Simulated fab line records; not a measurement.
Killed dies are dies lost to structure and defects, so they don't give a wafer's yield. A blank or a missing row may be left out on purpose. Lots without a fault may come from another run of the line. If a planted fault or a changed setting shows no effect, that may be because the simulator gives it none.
fab line records    flow sky130
record: lots: 11  wafers: 33  last-day: 50
route steps=708 shown VT_ADJUST_LVTN@106 VT_ADJUST_HVTR@142 VT_ADJUST_PCH@152 SONOS_ONO@170 PAD_OPEN@708
lots that met no fault: from a run of the same line without faults
start-h: start of the lot's first displayed wafer, in hours after the record's first day    wait-h: time in hours since the lot's previous step    " repeats the value in the row above    L1.1+2: a row that stands for several wafers    - no value, or no start was given    * or withheld: withheld    < > ~ a bound
route shown NAME@n: NAME is a module with steps in the file, n the number in the route of the first one    usual: the fault-free wafers' mean and standard deviation    same: alike in all rows    chamber/n: place in a boat    sites: readings site by site    _std_site: standard deviation of those values    _edge_site: mean of outer sites minus mean of inner sites    radius-mm: how far each site lies from the wafer's centre    mask NAME#n: copy n    behind: the most recent tool/chamber to have shaped the wafer    hold: why the lot was held/for how many hours/how that ended    device: whichever transistor did not switch (one of n, p or np)    end of line: the tests these same wafers got at the end of their route    a step given without rows: its recipe and nothing more    killed: not the wafer's yield, but the dies lost to structure and defects at the first sort    map: a wafer's dies, marking killed ones x, the rest . and places with no die _
set.NAME: setting as actually run; set.NAME@STEP: the setting as run at that earlier step    model.NAME: the simulator's own value behind a step, which no gauge read
route steps across a sampled set of lots; one table per step, one row per wafer
services: from which hour (start-h, from the record's first day; less than 0 if before it) a tool's chamber was out of use, for how many hours, and why
== steps ==
step: SKY_VT_ADJUST_LVTN_STRIP_09
recipe: chemistry: O2/N2  power-w: 1400  pressure-mtorr: 1500  platen-temp-c: withheld  o2-flow-sccm: 2862  n2-flow-sccm: 300  overash-fraction: 0.5
usual: drypump-motor-current-A: 6.1/0.45  oes-product-au: 0.721/0.0044  strip-time-to-endpoint-s: 36.99/0.092
lot.wafer  tool             chamber  start-h  wait-h  drypump-motor-current-A  oes-product-au  rf-hours-counter-h  strip-time-to-endpoint-s
L385.1     plasma-asher-03  1        145.31   0.1     6.4                      0.716           44                  36.87
L385.3     "                0        "        "       5.7                      0.722           -                   36.96
L385.6     "                0        "        "       5.7                      0.723           -                   37.04
L387.1     plasma-asher-01  0        168.16   0.1     6.7                      0.713           48                  36.88
L387.4     "                1        "        "       6.4                      0.717           -                   36.96
L387.6     "                0        "        "       6.7                      0.720           -                   36.84
L390.1     plasma-asher-02  0        185.24   0.1     6.0                      0.718           2                   36.90
L390.3     "                0        "        "       6.0                      0.723           -                   36.82
L390.5     "                1        "        "       5.4                      0.725           -                   36.91
L392.3     plasma-asher-02  1        189.29   0.1     5.4                      0.718           -                   37.07
L392.4     "                0        "        "       6.0                      0.717           -                   36.89
L392.5     "                0        "        "       6.0                      0.723           -                   36.90
L393.1     plasma-asher-03  1        198.51   0.1     6.4                      0.720           50                  37.15
L393.3     "                0        "        "       5.6                      0.726           -                   37.16
L393.6     "                0        "        "       5.6                      0.718           -                   37.13
L394.2     plasma-asher-02  1        206.16   0.1     5.4                      0.722           4                   37.08
L394.3     "                1        "        "       5.4                      0.720           -                   36.95
L394.4     "                0        "        "       6.0                      0.719           -                   37.08
L395.1     plasma-asher-03  1        208.79   0.1     6.4                      0.721           51                  37.05
L395.5     "                0        "        "       5.7                      0.720           -                   36.97
L395.6     "                1        "        "       6.4                      0.716           -                   36.97
L403.2     plasma-asher-02  1        260.77   0.1     5.4                      0.712           10                  37.13
L403.3     "                0        "        "       6.0                      0.707           -                   37.10
L403.4     "                1        "        "       5.3                      0.719           -                   37.04
L404.3     plasma-asher-02  0        272.05   0.1     6.0                      0.715           -                   36.75
L404.4     "                1        "        "       5.4                      0.717           -                   36.87
L404.5     "                0        "        "       6.0                      0.724           -                   36.92
L405.1     plasma-asher-03  0        272.06   0.1     5.6                      0.717           57                  37.07
L405.4     "                1        "        "       6.4                      0.717           -                   37.00
L405.5     "                1        "        "       6.4                      0.719           -                   37.09
L408.4     plasma-asher-01  0        294.05   0.1     6.7                      0.721           -                   36.90
L408.5     "                0        "        "       6.7                      0.726           -                   36.95
L408.6     "                1        "        "       6.4                      0.722           -                   36.93
step: SKY_VT_ADJUST_HVTR_TW_MEAS_11
usual: VT_ADJUST_HVTR_TW: 212.0/1.4
lot.wafer  tool           chamber  start-h  wait-h  VT_ADJUST_HVTR_TW
L385.1     film-metro-03  -        208.74   0.1     210.8
L385.3     "              -        "        "       210.7
L385.6     "              -        "        "       210.6
L387.1     film-metro-02  -        234.67   0.1     214.7
L387.4     "              -        "        "       213.9
L387.6     "              -        "        "       213.8
L390.1     film-metro-01  -        252.94   0.1     210.8
L390.3     "              -        "        "       209.7
L390.5     "              -        "        "       210.5
L392.3     film-metro-02  -        258.96   0.1     212.2
L392.4     "              -        "        "       212.6
L392.5     "              -        "        "       212.0
L393.1     film-metro-03  -        267.99   0.1     212.0
L393.3     "              -        "        "       212.2
L393.6     "              -        "        "       211.7
L394.2     film-metro-03  -        275.35   0.1     213.0
L394.3     "              -        "        "       212.1
L394.4     "              -        "        "       212.2
L395.1     film-metro-02  -        279.84   0.1     213.3
L395.5     "              -        "        "       213.9
L395.6     "              -        "        "       213.1
L403.2     film-metro-01  -        336.05   0.1     208.7
L403.3     "              -        "        "       209.4
L403.4     "              -        "        "       209.5
L405.1     film-metro-02  -        349.31   0.1     213.9
L405.4     "              -        "        "       212.9
L405.5     "              -        "        "       213.5
L404.3     film-metro-03  -        349.31   0.1     211.5
L404.4     "              -        "        "       210.7
L404.5     "              -        "        "       210.8
L408.4     film-metro-01  -        374.12   0.1     211.1
L408.5     "              -        "        "       210.3
L408.6     "              -        "        "       210.3
step: SKY_VT_ADJUST_PCH_STRIP_09
recipe: chemistry: O2/N2  power-w: 1400  pressure-mtorr: 1500  platen-temp-c: withheld  o2-flow-sccm: 3000  n2-flow-sccm: 300  overash-fraction: 0.5
usual: drypump-motor-current-A: 6.1/0.37  oes-product-au: 0.722/0.0043  strip-time-to-endpoint-s: 36.95/0.083
lot.wafer  tool             chamber  start-h  wait-h  drypump-motor-current-A  oes-product-au  rf-hours-counter-h  strip-time-to-endpoint-s
L385.1     plasma-asher-04  0        231.25   0.1     6.4                      0.726           43                  36.74
L385.3     "                0        "        "       6.4                      0.729           -                   36.73
L385.6     "                0        "        "       6.4                      0.719           -                   36.85
L387.1     plasma-asher-01  1        258.25   0.1     6.4                      0.725           57                  36.93
L387.4     "                1        "        "       6.3                      0.729           -                   36.86
L387.6     "                0        "        "       6.7                      0.718           -                   36.92
L390.1     plasma-asher-03  0        276.65   0.1     5.6                      0.717           58                  36.94
L390.3     "                0        "        "       5.6                      0.724           -                   37.00
L390.5     "                0        "        "       5.6                      0.714           -                   36.96
L392.3     plasma-asher-01  0        283.14   0.1     6.7                      0.717           -                   37.02
L392.4     "                1        "        "       6.4                      0.723           -                   37.03
L392.5     "                0        "        "       6.7                      0.722           -                   36.97
L393.1     plasma-asher-04  0        293.21   0.1     6.4                      0.724           49                  36.96
L393.3     "                1        "        "       5.8                      0.732           -                   36.98
L393.6     "                0        "        "       6.4                      0.723           -                   36.90
L394.2     plasma-asher-04  1        300.59   0.1     5.8                      0.714           49                  37.00
L394.3     "                0        "        "       6.4                      0.719           -                   36.92
L394.4     "                1        "        "       5.8                      0.732           -                   36.96
L395.1     plasma-asher-03  1        305.07   0.1     6.4                      0.724           61                  36.94
L395.5     "                0        "        "       5.7                      0.728           -                   36.99
L395.6     "                1        "        "       6.4                      0.728           -                   37.07
L403.2     plasma-asher-04  0        364.06   0.1     6.3                      0.718           55                  37.00
L403.3     "                1        "        "       5.8                      0.720           -                   37.04
L403.4     "                0        "        "       6.3                      0.720           -                   36.99
L404.3     plasma-asher-03  0        377.18   0.1     5.6                      0.731           -                   37.02
L404.4     "                1        "        "       6.4                      0.725           -                   37.04
L404.5     "                0        "        "       5.6                      0.720           -                   37.04
L405.1     plasma-asher-04  0        377.31   0.1     6.4                      0.718           56                  36.98
L405.4     "                0        "        "       6.4                      0.722           -                   36.97
L405.5     "                0        "        "       6.4                      0.722           -                   36.98
L408.4     plasma-asher-01  1        402.95   0.1     6.4                      0.717           -                   36.88
L408.5     "                0        "        "       6.7                      0.718           -                   36.85
L408.6     "                1        "        "       6.5                      0.730           -                   36.92
step: SKY_SONOS_ONO_CVD_02
recipe: material: Si3N4  precursor: DCS/NH3  target-thk-nm: 10.5  temp-c: 770  time-s: 180  pressure-mtorr: 250
usual: spike-tc-bottom-C: 792.3/1.8  spike-tc-centre-C: 771.0/1.3  spike-tc-lower-C: 770.1/0.98  spike-tc-top-C: 777.7/2.7  spike-tc-upper-C: 770.3/1.2  susceptor-temp-C: 770.0/0.36  zone-power-centre-pct: 13.21/0.13
lot.wafer  tool      chamber  start-h  wait-h  spike-tc-bottom-C  spike-tc-centre-C  spike-tc-lower-C  spike-tc-top-C  spike-tc-upper-C  susceptor-temp-C  zone-power-centre-pct
L385.1     lpcvd-02  1        256.48   0.1     790.7              772.0              770.1             774.5           770.6             770.3             13.09
L385.3     "         1        "        "       790.0              770.7              770.7             775.2           769.0             770.2             13.25
L385.6     "         1        "        "       790.2              771.7              770.9             774.7           769.4             769.9             13.05
L387.1     lpcvd-02  0        285.14   0.1     794.6              771.1              769.1             780.9           769.9             769.5             13.04
L387.4     "         0        "        "       791.7              770.3              769.6             781.5           771.0             769.8             13.33
L387.6     "         0        "        "       793.2              769.0              771.3             778.9           771.2             769.8             13.05
L390.1     lpcvd-02  0        305.85   1.6     793.9              770.2              769.0             781.1           770.4             770.3             13.26
L390.3     "         0        "        "       791.5              770.0              768.1             779.5           770.7             770.3             13.19
L390.5     "         0        "        "       793.5              770.8              770.5             780.1           771.6             770.4             13.13
L392.3     lpcvd-02  1        315.18   3.8     793.0              773.7              769.9             774.4           770.0             769.9             13.46
L392.4     "         1        "        "       790.3              772.0              771.1             775.1           769.3             770.1             13.23
L392.5     "         1        "        "       790.7              772.6              771.2             775.2           768.6             769.7             13.28
L393.1     lpcvd-02  0        322.68   2.2     804.8              780.7              781.0             790.2           782.4             781.7             13.65
L393.3     "         0        "        "       803.9              783.2              780.4             790.4           783.3             781.5             13.79
L393.6     "         0        "        "       803.0              782.9              781.1             791.2           782.0             781.7             13.63
L394.2     lpcvd-02  0        329.86   1.8     805.3              781.9              780.2             789.7           783.3             781.8             13.79
L394.3     "         0        "        "       806.2              781.8              780.6             790.8           783.8             781.2             13.38
L394.4     "         0        "        "       804.3              781.0              781.2             791.6           782.1             780.9             13.61
L395.1     lpcvd-02  1        332.37   1.1     803.2              782.8              782.2             786.2           781.1             781.3             13.28
L395.5     "         1        "        "       801.6              784.1              782.2             784.3           781.2             781.4             13.81
L395.6     "         1        "        "       801.6              783.9              780.4             787.2           780.7             781.4             13.58
L403.2     lpcvd-02  0        394.65   0.0     793.8              769.6              767.4             781.2           771.3             770.0             13.02
L403.3     "         0        "        "       794.0              770.4              770.3             780.4           768.8             769.8             13.15
L403.4     "         0        "        "       793.6              770.7              769.0             780.0           771.6             769.7             13.18
L404.3     lpcvd-02  1        409.16   0.8     788.1              771.7              770.3             774.0           767.9             770.3             13.27
L404.4     "         1        "        "       791.1              772.5              771.3             776.1           770.4             770.0             12.92
L404.5     "         1        "        "       790.3              773.4              771.5             775.3           768.3             770.2             13.10
L405.1     lpcvd-02  0        409.16   0.8     794.3              770.6              771.0             779.3           771.7             770.3             13.23
L405.4     "         0        "        "       794.7              770.9              770.2             779.8           772.4             770.1             13.04
L405.5     "         0        "        "       792.8              770.1              770.5             781.0           770.4             769.8             13.25
L408.4     lpcvd-02  1        435.89   0.6     789.9              771.3              769.9             775.2           770.2             770.1             13.24
L408.5     "         1        "        "       792.4              770.1              770.3             774.4           767.4             770.1             13.15
L408.6     "         1        "        "       790.0              772.8              770.9             776.2           769.3             770.2             13.07
step: SKY_SONOS_ONO_THK_MEAS_03
recipe: reads: Si3N4_of_SONOS_ONO_CVD_02
usual: SONOS_ONO_CVD_02_THK: 10.47/0.14
lot.wafer  tool           chamber  start-h  wait-h  SONOS_ONO_CVD_02_THK[nm]
L385.1     film-metro-01  -        257.53   0.0     10.64
L385.3     "              -        "        "       10.54
L385.6     "              -        "        "       10.65
L387.1     film-metro-01  -        286.19   0.0     10.82
L387.4     "              -        "        "       10.88
L387.6     "              -        "        "       10.84
L390.1     film-metro-03  -        308.21   0.0     10.60
L390.3     "              -        "        "       10.49
L390.5     "              -        "        "       10.45
L392.3     film-metro-01  -        316.78   0.0     10.27
L392.4     "              -        "        "       10.25
L392.5     "              -        "        "       10.32
L393.1     film-metro-03  -        323.73   0.0     12.95
L393.3     "              -        "        "       13.00
L393.6     "              -        "        "       12.94
L394.2     film-metro-04  -        330.92   0.0     13.01
L394.3     "              -        "        "       13.04
L394.4     "              -        "        "       12.98
L395.1     film-metro-03  -        333.42   0.0     12.87
L395.5     "              -        "        "       12.80
L395.6     "              -        "        "       12.92
L403.2     film-metro-04  -        395.71   0.0     10.47
L403.3     "              -        "        "       10.50
L403.4     "              -        "        "       10.34
L405.1     film-metro-03  -        410.21   0.0     10.22
L405.4     "              -        "        "       10.45
L405.5     "              -        "        "       10.31
L404.3     film-metro-01  -        410.23   0.0     10.42
L404.4     "              -        "        "       10.44
L404.5     "              -        "        "       10.44
L408.4     film-metro-04  -        436.97   0.0     10.61
L408.5     "              -        "        "       10.55
L408.6     "              -        "        "       10.55
step: SKY_PAD_OPEN_PROBE_99
usual: killed_at_M0_to_M3: 44/6.8  killed_at_M4_up: 2.9/1.7  killed-at-contacts: 24/5.2  killed-at-front-end: 15/4  killed-at-other: 0.2/0.44  killed-dies: 86/9.9  killed-open: 47/7.9  killed-short: 39/6.3
same: gross-dies: 492  killed-at-back-side: 0
lot.wafer  tool       chamber  start-h  wait-h  killed_at_M0_to_M3  killed_at_M4_up  killed-at-contacts  killed-at-front-end  killed-at-other  killed-dies  killed-open  killed-short
L390.1     prober-02  -        1118.78  0.1     47                  2                29                  18                   1                97           53           44
L390.3     prober-02  -        1118.88  0.2     41                  3                29                  22                   0                95           57           37
L390.5     prober-02  -        1118.98  0.2     35                  3                30                  15                   0                83           41           42
L393.1     prober-01  -        1127.55  0.1     39                  3                20                  12                   0                74           39           35
L393.3     prober-01  -        1127.65  0.2     52                  0                24                  13                   1                90           43           47
L393.6     prober-01  -        1127.80  0.2     44                  6                24                  9                    0                83           40           43
L394.2     prober-02  -        1138.84  0.1     41                  0                25                  9                    0                75           54           21
L394.3     prober-02  -        1138.89  0.2     44                  3                25                  12                   1                85           60           25
L394.4     prober-02  -        1138.94  0.2     59                  2                34                  13                   0                108          67           41
L395.1     prober-01  -        1140.69  0.1     46                  5                25                  25                   0                101          55           46
L395.5     prober-01  -        1140.89  0.2     51                  1                25                  22                   0                99           63           36
L395.6     prober-01  -        1140.94  0.2     57                  2                30                  16                   0                105          56           49
L403.2     prober-01  -        1178.48  0.1     39                  6                20                  14                   0                79           31           48
L403.3     prober-01  -        1178.53  0.2     68                  1                17                  20                   0                106          57           49
L403.4     prober-01  -        1178.58  0.2     41                  1                21                  19                   0                82           49           33
L404.3     prober-02  -        1186.43  0.2     37                  6                13                  10                   0                66           27           39
L404.4     prober-02  -        1186.48  0.2     45                  3                25                  16                   0                89           48           41
L404.5     prober-02  -        1186.53  0.2     33                  4                24                  20                   0                81           36           45
L408.4     prober-02  -        1202.84  0.2     36                  3                18                  23                   0                80           42           38
L408.5     prober-02  -        1202.89  0.2     55                  4                30                  18                   0                107          59           48
L408.6     prober-02  -        1202.94  0.2     47                  5                46                  18                   1                117          62           55
killed by level:class
L390.1 LI_CONTACT:geometric-particle:open=11 CONTACT:geometric-particle:open=9 VIA2:geometric-particle:open=9 METAL1:geometric-particle:short=8 VIA1:geometric-particle:short=7 VIA1:geometric-particle:open=7 VIA3:geometric-particle:open=7 POLY_GATE:geometric-particle:short=6
L390.3 CONTACT:geometric-particle:open=12 VIA2:geometric-particle:open=11 VIA1:geometric-particle:open=9 FIELD_ISO:geometric-particle:open=6 LI_CONTACT:geometric-particle:open=6 METAL2:geometric-particle:short=5 CONTACT:geometric-particle:short=5 FIELD_ISO:geometric-particle:short=4
L390.5 LI_CONTACT:geometric-particle:open=10 LOCAL_INTERCONNECT:geometric-particle:short=8 CONTACT:geometric-particle:open=7 METAL2:geometric-particle:short=7 VIA2:geometric-particle:open=6 METAL3:geometric-particle:short=5 VIA1:geometric-particle:open=4 FIELD_ISO:geometric-particle:short=3
L393.1 CONTACT:geometric-particle:open=10 VIA1:geometric-particle:open=10 CONTACT:geometric-particle:short=5 METAL1:geometric-particle:short=5 VIA2:geometric-particle:open=5 VIA1:geometric-particle:short=4 METAL2:geometric-particle:short=4 POLY_GATE:geometric-particle:short=3
L393.3 VIA1:geometric-particle:open=11 CONTACT:geometric-particle:open=9 METAL2:geometric-particle:short=8 LOCAL_INTERCONNECT:geometric-particle:short=7 VIA1:geometric-particle:short=7 VIA2:geometric-particle:open=7 METAL1:geometric-particle:short=6 VIA3:geometric-particle:open=6
L393.6 VIA1:geometric-particle:open=13 CONTACT:geometric-particle:open=8 CONTACT:geometric-particle:short=7 METAL1:geometric-particle:short=7 VIA3:geometric-particle:open=7 LI_CONTACT:geometric-particle:open=6 METAL4:geometric-particle:short=5 FIELD_ISO:geometric-particle:short=4
L394.2 CONTACT:geometric-particle:open=12 VIA1:geometric-particle:open=10 LI_CONTACT:geometric-particle:open=9 VIA2:geometric-particle:open=7 VIA3:geometric-particle:open=7 METAL1:geometric-particle:short=6 FIELD_ISO:geometric-particle:open=3 LOCAL_INTERCONNECT:geometric-particle:short=3
L394.3 VIA1:geometric-particle:open=17 CONTACT:geometric-particle:open=14 VIA3:geometric-particle:open=6 LI_CONTACT:geometric-particle:open=5 METAL3:geometric-particle:short=5 POLY_GATE:geometric-particle:open=3 SPACER:geometric-particle:short=3 METAL1:geometric-particle:open=3
L394.4 VIA1:geometric-particle:open=14 LI_CONTACT:geometric-particle:open=11 VIA3:geometric-particle:open=10 VIA2:geometric-particle:open=10 CONTACT:geometric-particle:open=8 VIA1:geometric-particle:short=7 METAL2:geometric-particle:short=6 LOCAL_INTERCONNECT:geometric-particle:short=5
L395.1 VIA2:geometric-particle:open=10 VIA3:geometric-particle:open=8 POLY_GATE:geometric-particle:short=7 CONTACT:geometric-particle:short=7 VIA1:geometric-particle:open=7 METAL2:geometric-particle:short=7 FIELD_ISO:geometric-particle:short=6 POLY_GATE:geometric-particle:open=6
L395.5 CONTACT:geometric-particle:open=15 VIA3:geometric-particle:open=12 POLY_GATE:geometric-particle:open=8 VIA1:geometric-particle:open=7 VIA2:geometric-particle:open=7 CONTACT:geometric-particle:short=6 FIELD_ISO:geometric-particle:open=5 POLY_GATE:geometric-particle:short=5
L395.6 CONTACT:geometric-particle:open=10 VIA3:geometric-particle:open=10 VIA1:geometric-particle:open=9 LI_CONTACT:geometric-particle:open=7 METAL2:geometric-particle:short=7 VIA2:geometric-particle:open=7 METAL1:geometric-particle:short=6 LOCAL_INTERCONNECT:geometric-particle:short=6
L403.2 VIA1:geometric-particle:open=9 VIA1:geometric-particle:short=7 LOCAL_INTERCONNECT:geometric-particle:short=6 FIELD_ISO:geometric-particle:short=5 CONTACT:geometric-particle:open=5 CONTACT:geometric-particle:short=5 POLY_GATE:geometric-particle:open=4 METAL2:geometric-particle:short=4
L403.3 VIA1:geometric-particle:open=23 METAL1:geometric-particle:short=11 FIELD_ISO:geometric-particle:open=9 METAL2:geometric-particle:short=9 CONTACT:geometric-particle:open=7 VIA1:geometric-particle:short=5 VIA3:geometric-particle:short=5 VIA3:geometric-particle:open=5
L403.4 VIA1:geometric-particle:open=9 VIA3:geometric-particle:open=9 CONTACT:geometric-particle:open=8 POLY_GATE:geometric-particle:short=7 LOCAL_INTERCONNECT:geometric-particle:short=6 VIA2:geometric-particle:open=6 METAL1:geometric-particle:short=5 FIELD_ISO:geometric-particle:open=4
L404.3 VIA1:geometric-particle:open=10 METAL2:geometric-particle:short=8 CONTACT:geometric-particle:short=5 FIELD_ISO:geometric-particle:open=4 FIELD_ISO:geometric-particle:short=4 METAL3:geometric-particle:short=4 LI_CONTACT:geometric-particle:short=3 LI_CONTACT:geometric-particle:open=3
L404.4 VIA1:geometric-particle:open=11 VIA1:geometric-particle:short=8 LI_CONTACT:geometric-particle:open=7 CONTACT:geometric-particle:short=6 CONTACT:geometric-particle:open=6 VIA2:geometric-particle:open=6 VIA3:geometric-particle:open=6 LOCAL_INTERCONNECT:geometric-particle:short=5
L404.5 VIA1:geometric-particle:short=8 FIELD_ISO:geometric-particle:short=7 CONTACT:geometric-particle:short=7 FIELD_ISO:geometric-particle:open=6 VIA1:geometric-particle:open=6 CONTACT:geometric-particle:open=6 LI_CONTACT:geometric-particle:open=5 VIA3:geometric-particle:open=5
L408.4 VIA1:geometric-particle:open=11 FIELD_ISO:geometric-particle:short=8 LI_CONTACT:geometric-particle:open=8 POLY_GATE:geometric-particle:open=6 METAL1:geometric-particle:short=6 CONTACT:geometric-particle:open=5 VIA1:geometric-particle:short=5 POLY_GATE:geometric-particle:short=4
L408.5 VIA1:geometric-particle:open=13 CONTACT:geometric-particle:open=12 VIA2:geometric-particle:open=10 CONTACT:geometric-particle:short=6 METAL2:geometric-particle:short=6 VIA3:geometric-particle:short=6 LI_CONTACT:geometric-particle:open=5 VIA3:geometric-particle:open=5
L408.6 CONTACT:geometric-particle:open=18 VIA1:geometric-particle:open=13 LI_CONTACT:geometric-particle:open=12 METAL1:geometric-particle:short=8 POLY_GATE:geometric-particle:short=7 CONTACT:geometric-particle:short=6 VIA2:geometric-particle:open=6 LOCAL_INTERCONNECT:geometric-particle:short=5
== services ==
tool             chamber  start-h  hours  kind
lpcvd-02         -        136.62   2.8    pm
plasma-asher-02  -        137.60   43.3   pm
plasma-asher-04  -        151.43   0.7    repair
plasma-asher-01  -        205.14   2.2    repair
plasma-asher-02  -        310.34   15.1   repair
plasma-asher-04  -        347.86   14.6   pm
plasma-asher-01  -        358.23   0.8    repair
plasma-asher-01  -        368.64   2.8    pm
plasma-asher-04  -        378.97   2.8    pm
plasma-asher-03  -        416.80   2.8    pm
plasma-asher-01  -        421.33   9.0    pm
plasma-asher-01  0        421.33   9.0    vent-cycle
plasma-asher-01  1        421.33   9.0    vent-cycle
plasma-asher-01  0        430.33   -      clean
plasma-asher-01  1        430.33   -      clean
== key ==
first-sign: step: SKY_SONOS_ONO_CVD_02  reading: susceptor-temp-C  direction: up  sigmas: 32  usual: *  struck: *
effect: step: SKY_SONOS_ONO_CVD_02  reading: spike-tc-lower-C  direction: up  sigmas: 11  usual: 770.1  struck: 781.0
effect: step: SKY_SONOS_ONO_THK_MEAS_03  reading: SONOS_ONO_CVD_02_THK  direction: up  sigmas: 17  usual: 10.47  struck: 12.95
met-at SKY_SONOS_ONO_CVD_02
struck-lots L393,L394,L395
tester-left-out L393,L394,L395
not-acting-at SKY_VT_ADJUST_LVTN_STRIP_09,SKY_VT_ADJUST_HVTR_TW_MEAS_11,SKY_VT_ADJUST_PCH_STRIP_09
onset-between 315.18 322.68
fault: kind: process-parameter-drift  tool: lpcvd-02  chamber: -  onset-h: 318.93  steps: SKY_SONOS_ONO_CVD_02  channel: temp-c  offset: *  shape: step  end-h: 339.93  acts-in: *  stated: *
tester-left-out: of these lots the tester's yield and bins aren't shown, on N5 and GAA mostly nor the transistor test; their killed dies are dies lost to structure and defects alone, not to doping, threshold or leakage, so they don't give the yield
